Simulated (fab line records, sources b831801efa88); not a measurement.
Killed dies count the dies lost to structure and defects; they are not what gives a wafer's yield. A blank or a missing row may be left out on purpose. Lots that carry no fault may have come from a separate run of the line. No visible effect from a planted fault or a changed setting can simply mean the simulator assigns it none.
fab line records	flow sfq_line
record lots=13	wafers=39	last_day=92
route steps=325 shown R5@224 I6@266 M7@282 I7@306
lots that met no fault: taken from a fault-free run of the same line
start_h: the number of hours between the record's first day and the start of the first shown wafer of the lot	wait_h: hours from the lot's prior step to this one	" unchanged from the row above	L1.1+2: a row that stands for several wafers	- either no value or no given start	* or withheld: withheld	< > ~ a bound
route shown NAME@n: names a module that has steps shown in the file, with the first one's number in the route	usual: the fault-free wafers' mean and standard deviation	same: alike in all rows	chamber/n: place in a boat	sites: each site's reading	_std_site: the values' standard deviation	_edge_site: mean of outer sites minus mean of inner sites	radius_mm: how far each site lies from the wafer's centre	mask NAME#n: copy n	behind: the most recent tool/chamber to have shaped the wafer	hold: the reason the lot was held/the length of the hold in hours/how it ended	device: transistor that didn't switch, given as n, p or np	end of line: the same wafers' tests at the end of the route	a step without rows: its recipe alone	killed: the dies lost at the first sort to structure and to defects; this is not the yield of the wafer	map: a wafer's dies, marking killed ones x, the rest . and places with no die _
set.NAME: the run value of the setting; set.NAME@STEP: its run value at that earlier step	model.NAME: the simulator's own value behind a step, which no gauge read
the route's steps for a sample of lots (tables are steps, rows are wafers)
services: from which hour (start_h, from the record's first day; less than 0 if before it) a tool's chamber was out of use, for how many hours, and why
## steps
# step SFQ_TRILAYER_R5_BARC_OPEN_METAL_ETCH_177
# recipe mask_material=PR	chemistry=O2	target_depth_nm=125	target=BARC	icp_w=610.9	bias_w=80	pressure_mtorr=10	time_s=41.7
# usual drypump_motor_current_A=5.7/0.38	oes_product_au=0.685/0.0044
lot.wafer	tool	chamber	start_h	wait_h	drypump_motor_current_A	oes_product_au	rf_hours_counter_h
L111.1	rie_metal-04	0	1514.83	0.0	5.8	0.688	64
L111.4	"	0	"	"	5.8	0.688	-
L111.5	"	0	"	"	5.8	0.683	-
L112.1	rie_metal-01	1	1516.16	0.0	6.0	0.688	98
L112.5	"	0	"	"	6.1	0.683	-
L112.6	"	1	"	"	6.0	0.685	-
L113.1	rie_metal-02	1	1517.39	0.0	5.4	0.688	141
L113.2	"	0	"	"	5.1	0.681	18
L113.4	"	1	"	"	5.4	0.681	-
L114.3	rie_metal-04	1	1518.58	0.0	6.0	0.694	-
L114.4	"	0	"	"	5.8	0.688	-
L114.6	"	0	"	"	5.8	0.686	-
L115.1	rie_metal-02	0	1519.76	0.0	5.1	0.689	18
L115.2	"	1	"	"	5.4	0.694	141
L115.4	"	0	"	"	5.0	0.684	-
L116.1	rie_metal-02	0	1530.36	0.0	5.0	0.689	20
L116.2	"	0	"	"	5.0	0.691	-
L116.5	"	0	"	"	5.0	0.677	-
L118.2	rie_metal-04	1	1568.14	0.0	6.0	0.676	67
L118.3	"	0	"	"	5.8	0.691	-
L118.4	"	1	"	"	6.0	0.683	-
L124.1	rie_metal-02	0	1789.48	0.0	5.1	0.688	57
L124.3	"	0	"	"	5.1	0.680	-
L124.4	"	1	"	"	5.4	0.679	-
L125.2	rie_metal-04	1	1793.90	0.0	6.0	0.685	100
L125.4	"	0	"	"	5.8	0.686	-
L125.6	"	1	"	"	6.0	0.689	-
L127.1	rie_metal-04	0	1819.58	0.0	5.8	0.688	113
L127.2	"	1	"	"	6.0	0.689	103
L127.6	"	0	"	"	5.8	0.678	-
L128.1	rie_metal-04	0	1831.58	0.0	5.8	0.685	113
L128.2	"	1	"	"	6.0	0.683	104
L128.5	"	0	"	"	5.8	0.690	-
L132.1	rie_metal-01	0	1888.43	0.0	6.1	0.691	90
L132.5	"	1	"	"	6.0	0.677	-
L132.6	"	0	"	"	6.1	0.685	-
L133.1	rie_metal-01	0	1890.83	0.0	6.1	0.684	91
L133.5	"	0	"	"	6.1	0.686	-
L133.6	"	1	"	"	6.0	0.685	-
# step SFQ_TRILAYER_I6_DEP_PECVD_165
# recipe material=SiO2	temp_c=150	time_s=111.11	pressure_torr=2.4	rf_w=183.3	precursor=SiH4/N2O	target_thk_nm=500
# usual heater_power_w=83/9.5	throttle_valve_pct=23.9/1.3
lot.wafer	tool	chamber	start_h	wait_h	heater_power_w	throttle_valve_pct
L111.1	pecvd-04	1	1681.20	0.0	82	26.8
L111.4	"	2	"	"	80	24.5
L111.5	"	0	"	"	76	23.6
L112.1	pecvd-02	0	1704.56	0.0	83	24.8
L112.5	"	0	"	"	88	24.7
L112.6	"	2	"	"	68	23.8
L113.1	pecvd-04	1	1714.91	0.0	69	26.7
L113.2	"	0	"	"	67	23.5
L113.4	"	2	"	"	70	24.4
L114.3	pecvd-03	0	1716.11	0.0	69	21.5
L114.4	"	2	"	"	96	23.8
L114.6	"	1	"	"	93	22.5
L115.1	pecvd-02	1	1717.96	0.0	84	22.6
L115.2	"	2	"	"	84	24.2
L115.4	"	1	"	"	89	22.7
L116.1	pecvd-03	2	1739.94	0.0	97	24.1
L116.2	"	1	"	"	83	22.7
L116.5	"	1	"	"	84	22.7
L118.2	pecvd-04	1	1742.95	0.0	82	26.9
L118.3	"	2	"	"	68	24.7
L118.4	"	1	"	"	69	26.8
L124.1	pecvd-03	1	1939.44	0.0	95	22.8
L124.3	"	0	"	"	80	22.0
L124.4	"	2	"	"	82	24.9
L125.2	pecvd-03	2	1944.67	0.0	81	24.9
L125.4	"	2	"	"	88	24.8
L125.6	"	0	"	"	75	21.9
L127.1	pecvd-04	0	1985.01	0.0	75	23.3
L127.2	"	2	"	"	69	24.6
L127.6	"	1	"	"	81	26.9
L128.1	pecvd-03	2	2005.41	0.0	94	25.0
L128.2	"	0	"	"	69	21.8
L128.5	"	1	"	"	90	23.1
L132.1	pecvd-04	0	2041.64	0.0	81	23.9
L132.5	"	1	"	"	83	26.5
L132.6	"	0	"	"	78	23.9
L133.1	pecvd-03	2	2050.48	0.0	84	25.0
L133.5	"	1	"	"	80	23.2
L133.6	"	0	"	"	77	21.7
# step SFQ_TRILAYER_M7_DEP_SPUTTER_175
# recipe material=Nb	base_pressure_pa=1.33e-06	chamber_pressure_pa=0.1333	substrate_temp_c=20	target_thk_nm=200	power_w=2000	time_s=133.3
# usual chamber_pressure_pa=0.13329/0.00026	throttle_valve_pct=30.2/1.2
lot.wafer	tool	chamber	start_h	wait_h	chamber_pressure_pa	throttle_valve_pct
L111.1	pvd_sputter-04	-	1692.12	0.0	0.13294	28.4
L111.4	"	-	"	"	0.13341	29.2
L111.5	"	-	"	"	0.1332	29.3
L112.1	pvd_sputter-05	-	1723.87	0.0	0.13301	30.2
L112.5	"	-	"	"	0.13311	30.3
L112.6	"	-	"	"	0.13306	31.0
L113.1	pvd_sputter-04	-	1725.07	0.0	0.13374	28.8
L113.2	"	-	"	"	0.13346	32.2
L113.4	"	-	"	"	0.13361	28.3
L114.3	pvd_sputter-03	-	1726.27	0.0	0.13384	30.3
L114.4	"	-	"	"	0.13383	30.1
L114.6	"	-	"	"	0.13307	30.4
L115.1	pvd_sputter-05	-	1727.47	0.0	0.1331	31.1
L115.2	"	-	"	"	0.13343	30.3
L115.4	"	-	"	"	0.13314	29.7
L116.1	pvd_sputter-04	-	1795.34	0.0	0.13333	28.0
L116.2	"	-	"	"	0.13298	28.4
L116.5	"	-	"	"	0.13327	28.5
L118.2	pvd_sputter-03	-	1796.54	0.0	0.13326	30.3
L118.3	"	-	"	"	0.13324	30.6
L118.4	"	-	"	"	0.13351	32.1
L124.1	pvd_sputter-04	-	1949.44	0.0	0.13333	28.3
L124.3	"	-	"	"	0.13342	32.5
L124.4	"	-	"	"	0.13344	29.3
L125.2	pvd_sputter-05	-	1952.96	0.0	0.1334	29.6
L125.4	"	-	"	"	0.13335	30.3
L125.6	"	-	"	"	0.13264	30.9
L127.1	pvd_sputter-03	-	1993.59	0.0	0.13353	30.1
L127.2	"	-	"	"	0.13341	28.9
L127.6	"	-	"	"	0.13379	30.5
L128.1	pvd_sputter-04	-	2013.06	0.0	0.13335	28.7
L128.2	"	-	"	"	0.13333	29.7
L128.5	"	-	"	"	0.13302	28.8
L132.1	pvd_sputter-04	-	2049.30	0.0	0.13261	28.5
L132.5	"	-	"	"	0.13309	28.2
L132.6	"	-	"	"	0.13334	32.2
L133.1	pvd_sputter-05	-	2092.29	0.0	0.1332	29.7
L133.5	"	-	"	"	0.13332	30.3
L133.6	"	-	"	"	0.13358	29.7
# step SFQ_M7_RS_MEAS_943
# recipe thk_meas_gauge=four-point-probe	reads=Nb_of_TRILAYER_M7_DEP_SPUTTER_175
# usual M7_NB_RS=0.897/0.0093
lot.wafer	tool	chamber	start_h	wait_h	M7_NB_RS[ohm/sq]
L111.1	film_metro-04	-	1692.21	0.0	0.905
L111.4	"	-	"	"	0.901
L111.5	"	-	"	"	0.906
L112.1	film_metro-04	-	1723.96	0.0	0.894
L112.5	"	-	"	"	0.906
L112.6	"	-	"	"	0.890
L113.1	film_metro-02	-	1725.16	0.0	0.895
L113.2	"	-	"	"	0.896
L113.4	"	-	"	"	0.894
L114.3	film_metro-04	-	1726.40	0.1	0.897
L114.4	"	-	"	"	0.895
L114.6	"	-	"	"	0.892
L115.1	film_metro-04	-	1727.56	0.0	0.895
L115.2	"	-	"	"	0.887
L115.4	"	-	"	"	0.892
L116.1	film_metro-01	-	1795.43	0.0	0.836
L116.2	"	-	"	"	0.887
L116.5	"	-	"	"	0.833
L118.2	film_metro-04	-	1796.65	0.1	0.899
L118.3	"	-	"	"	0.892
L118.4	"	-	"	"	0.894
L124.1	film_metro-04	-	1949.53	0.0	0.892
L124.3	"	-	"	"	0.890
L124.4	"	-	"	"	0.885
L125.2	film_metro-02	-	1953.07	0.1	0.896
L125.4	"	-	"	"	0.888
L125.6	"	-	"	"	0.901
L127.1	film_metro-01	-	1993.68	0.0	0.911
L127.2	"	-	"	"	0.923
L127.6	"	-	"	"	0.922
L128.1	film_metro-04	-	2013.15	0.0	0.900
L128.2	"	-	"	"	0.892
L128.5	"	-	"	"	0.901
L132.1	film_metro-02	-	2049.39	0.0	0.896
L132.5	"	-	"	"	0.896
L132.6	"	-	"	"	0.891
L133.1	film_metro-02	-	2092.38	0.0	0.892
L133.5	"	-	"	"	0.891
L133.6	"	-	"	"	0.889
# step SFQ_TRILAYER_M7_ETCH_METAL_ETCH_180
# recipe target=Nb	stop_on=SiO2	mask_material=PR	chemistry=Cl2/Ar	target_depth_nm=240	icp_w=600	bias_w=80	pressure_mtorr=10	time_s=120
# usual drypump_motor_current_A=6.03/0.18	oes_product_au=0.890/0.0071
lot.wafer	tool	chamber	start_h	wait_h	drypump_motor_current_A	oes_product_au	rf_hours_counter_h
L111.1	rie_metal-01	0	1698.07	0.1	6.08	0.890	64
L111.4	"	0	"	"	6.13	0.893	-
L111.5	"	0	"	"	6.10	0.884	-
L112.1	rie_metal-01	0	1727.77	0.0	6.09	0.889	68
L112.5	"	1	"	"	6.01	0.884	-
L112.6	"	0	"	"	6.08	0.896	-
L113.1	rie_metal-03	0	1728.97	0.0	5.97	0.893	128
L113.2	"	1	"	"	6.40	0.885	72
L113.4	"	0	"	"	5.97	0.890	-
L114.3	rie_metal-01	0	1730.21	0.1	6.09	0.895	-
L114.4	"	1	"	"	5.97	0.892	-
L114.6	"	0	"	"	6.12	0.892	-
L115.1	rie_metal-04	0	1731.37	0.0	5.82	0.885	100
L115.2	"	1	"	"	6.01	0.892	92
L115.4	"	1	"	"	6.00	0.887	-
L116.1	rie_metal-03	1	1799.24	0.0	6.37	0.927	82
L116.2	"	0	"	"	5.98	0.894	139
L116.5	"	0	"	"	5.97	0.932	-
L118.2	rie_metal-04	0	1800.44	0.0	5.78	0.885	111
L118.3	"	1	"	"	6.01	0.891	-
L118.4	"	0	"	"	5.77	0.883	-
L124.1	rie_metal-03	0	1953.26	0.0	5.96	0.897	9
L124.3	"	1	"	"	6.36	0.886	-
L124.4	"	0	"	"	5.96	0.895	-
L125.2	rie_metal-04	1	1955.79	0.0	6.01	0.904	117
L125.4	"	0	"	"	5.79	0.891	-
L125.6	"	1	"	"	6.00	0.886	-
L127.1	rie_metal-04	1	2067.29	0.0	6.02	0.885	0
L127.2	"	0	"	"	5.79	0.881	3
L127.6	"	1	"	"	6.02	0.880	-
L128.1	rie_metal-01	0	2088.89	0.0	6.11	0.890	118
L128.2	"	1	"	"	5.99	0.894	47
L128.5	"	1	"	"	5.99	0.889	-
L132.1	rie_metal-04	1	2126.27	0.0	5.99	0.887	8
L132.5	"	0	"	"	5.75	0.892	-
L132.6	"	1	"	"	6.01	0.894	-
L133.1	rie_metal-01	1	2141.42	0.0	6.01	0.900	49
L133.5	"	0	"	"	6.10	0.894	-
L133.6	"	1	"	"	6.00	0.893	-
# step SFQ_I7_OVL_MEAS_947
# usual I7_OVL=1/6.3
lot.wafer	tool	chamber	start_h	wait_h	I7_OVL[nm]
L111.1	overlay-01	-	1712.72	0.1	-7
L111.4	"	-	"	"	5
L111.5	"	-	"	"	-4
L112.1	overlay-02	-	1735.44	0.1	6
L112.5	"	-	"	"	9
L112.6	"	-	"	"	11
L113.1	overlay-02	-	1736.64	0.1	-2
L113.2	"	-	"	"	-2
L113.4	"	-	"	"	-4
L114.3	overlay-01	-	1841.28	0.1	-1
L114.4	"	-	"	"	5
L114.6	"	-	"	"	-1
L115.1	overlay-01	-	1848.04	0.1	19
L115.2	"	-	"	"	13
L115.4	"	-	"	"	15
L116.1	overlay-01	-	1898.00	0.1	-2
L116.2	"	-	"	"	6
L116.5	"	-	"	"	-2
L118.2	overlay-02	-	1902.80	0.1	-1
L118.3	"	-	"	"	-2
L118.4	"	-	"	"	1
L124.1	overlay-02	-	1961.45	0.1	-4
L124.3	"	-	"	"	-2
L124.4	"	-	"	"	-2
L125.2	overlay-01	-	1964.37	0.1	7
L125.4	"	-	"	"	9
L125.6	"	-	"	"	4
L127.1	overlay-01	-	2074.84	0.1	6
L127.2	"	-	"	"	10
L127.6	"	-	"	"	6
L128.1	overlay-01	-	2096.60	0.1	5
L128.2	"	-	"	"	-1
L128.5	"	-	"	"	1
L132.1	overlay-01	-	2134.02	0.1	-2
L132.5	"	-	"	"	-8
L132.6	"	-	"	"	4
L133.1	overlay-01	-	2212.50	0.1	5
L133.5	"	-	"	"	10
L133.6	"	-	"	"	10
## services
tool	chamber	start_h	hours	kind
rie_metal-01	1	1492.30	3.0	repair
pecvd-03	-	1546.92	6.0	pm
pvd_sputter-04	-	1558.60	4.7	repair
pvd_sputter-04	-	1572.90	2.6	repair
pecvd-03	1	1606.44	19.6	repair
rie_metal-01	-	1617.52	2.6	repair
rie_metal-04	1	1621.07	14.7	repair
pecvd-03	-	1686.25	14.0	pm
rie_metal-01	1	1697.43	6.2	repair
rie_metal-01	-	1702.62	10.0	pm
pecvd-03	-	1743.24	0.3	repair
rie_metal-04	1	1743.25	4.9	repair
pecvd-03	0	1785.53	10.2	repair
rie_metal-01	-	1874.49	1.5	repair
pecvd-03	0	1878.68	8.1	repair
pvd_sputter-04	-	1898.21	1.0	repair
pecvd-03	2	1948.31	4.4	repair
pvd_sputter-04	-	1964.70	2.0	repair
rie_metal-04	-	1971.61	28.1	pm
pvd_sputter-04	-	1973.19	0.9	repair
rie_metal-01	-	1984.70	0.6	repair
rie_metal-04	-	2029.30	0.3	repair
pecvd-03	-	2071.39	2.8	pm
rie_metal-04	1	2119.31	1.4	repair
## key
first_sign step=SFQ_M7_RS_MEAS_943	reading=M7_NB_RS	direction=down	sigmas=6.7	usual=0.897	struck=0.834
effect step=SFQ_TRILAYER_M7_ETCH_METAL_ETCH_180	reading=oes_product_au	direction=up	sigmas=5.6	usual=0.890	struck=0.929
met_at SFQ_TRILAYER_M7_DEP_SPUTTER_175
struck_lots L116
struck_wafers L116.1,L116.5
not_acting_at SFQ_TRILAYER_R5_BARC_OPEN_METAL_ETCH_177,SFQ_TRILAYER_I6_DEP_PECVD_165,SFQ_I7_OVL_MEAS_947
onset_between 1725.07 1795.34
fault kind=process_parameter_drift	tool=pvd_sputter-04	chamber=-	onset_h=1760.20	steps=SFQ_TRILAYER_M7_DEP_SPUTTER_175	channel=time_s	offset=*	shape=step	end_h=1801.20	acts_in=*	stated=*	scope=struck_wafers_only
